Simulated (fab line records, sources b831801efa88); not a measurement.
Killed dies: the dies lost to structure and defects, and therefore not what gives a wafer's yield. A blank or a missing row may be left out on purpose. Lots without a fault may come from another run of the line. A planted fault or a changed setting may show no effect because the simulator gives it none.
Problem report in the 8D (eight disciplines) form, filled by code + flow gf180mcu + the parts of the form that need people (team, actions taken, sign-off) are left out

1. WHAT IS WRONG
Across 3 wafers from 2 lots, V1_CVD_02_THK at GF_V1_THK_MEAS_03 averages 1162 nm, while fault-free wafers read 850 nm with a standard deviation of 10. Relative to the usual mean, that is a shift of +31 standard deviations.
First seen on wafer L343.1, day 22 18:38, on film-metro-01. The record has a number at this step for 33 wafers belonging to 11 lots. Rule for "out" (also "out of limits"): further than 4 standard deviations from the usual mean. The other wafers with a number count as sound.

2. WHAT IT IS; WHAT IT IS NOT
| question                    | is                           | is not                                                                                 |
|-----------------------------|------------------------------|----------------------------------------------------------------------------------------|
| which readings at this step | V1_CVD_02_THK                | -                                                                                      |
| which lots                  | L343, L345                   | L328, L329, L330, L333, L336, L341, L346, L347, L350                                   |
| which wafers of those lots  | L343.1, L345.1, L345.2       | L343.4, L343.6, L345.5                                                                 |
| read on which gauges        | film-metro-01, film-metro-02 | film-metro-04                                                                          |
| when                        | from day 22 18:38            | up to then (20 sound wafers); but 10 sound wafers of L345, L346, L347, L350 came after |

3. WHAT RULES OUT EACH SUSPECT
Counting: any tool at a process step up to the reading remains a suspect provided it ran every lot that is out. Sound lots after the first of them don't rule it out here, since some wafers of a struck lot are sound.
- the gauge at GF_V1_THK_MEAS_03: ruled out. 2 gauges (film-metro-01, film-metro-02) read the wafers that are out.
- pecvd-03 at GF_V1_CVD_02 (deposits SiO2 from TEOS, target thk 850 nm, time 94.851 s): kept. Every lot that is out went through it, the first being L343 (day 22 18:34); the last sound lot it ran before that was L333 (day 19 03:53). Its own readings are out on those wafers: run-length-s.
Left after counting: pecvd-03 at GF_V1_CVD_02.

4. THE CAUSE (what the simulator had put in)
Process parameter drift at GF_V1_CVD_02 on pecvd-03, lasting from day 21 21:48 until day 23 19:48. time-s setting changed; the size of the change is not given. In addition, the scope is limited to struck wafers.
After counting, this tool was the only one left.

5. THE CHAIN OF EFFECTS, in route order
One row per reading whose mean, taken over the struck wafers that have a number, lies over 3 standard deviations from the usual. Readings are gone through only where the record gives a usual standard deviation; hours: the median, over the lots, of the time from a lot's start at the first step in this table giving one to that lot's start at this step; sigmas: the change measured in usual standard deviations.
| hours | step              | reading            | usual   | on struck wafers | change | sigmas |
|-------|-------------------|--------------------|---------|------------------|--------|--------|
| 0     | GF_V1_CVD_02      | run-length-s       | 122.8 s | 158.7            | +35.9  | +88    |
| 0     | GF_V1_THK_MEAS_03 | V1_CVD_02_THK      | 850 nm  | 1162             | +312   | +31    |
| 0     | GF_V1_CMP_04      | time-to-endpoint-s | 81 s    | 197              | +116   | +23    |
It contains these process steps:
- GF_V1_CVD_02: deposits SiO2 from TEOS, target thk 850 nm, time 94.851 s.
- GF_V1_CMP_04: polishes SiO2.

6. WHAT WOULD HAVE CAUGHT IT SOONER
The first out-of-limits reading at a measuring or inspecting step in this record came at day 22 18:38, 21 hours after the fault's start at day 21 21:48.
Tool's own readings at GF_V1_CVD_02, run-length-s: out on all struck wafers the step has rows for; an alarm limit on them would have tripped on the first.
Among the 2 lots that are out, L345 began GF_V1_CVD_02 on pecvd-03 after day 22 18:38. Putting the tool on hold at that point would have spared it.
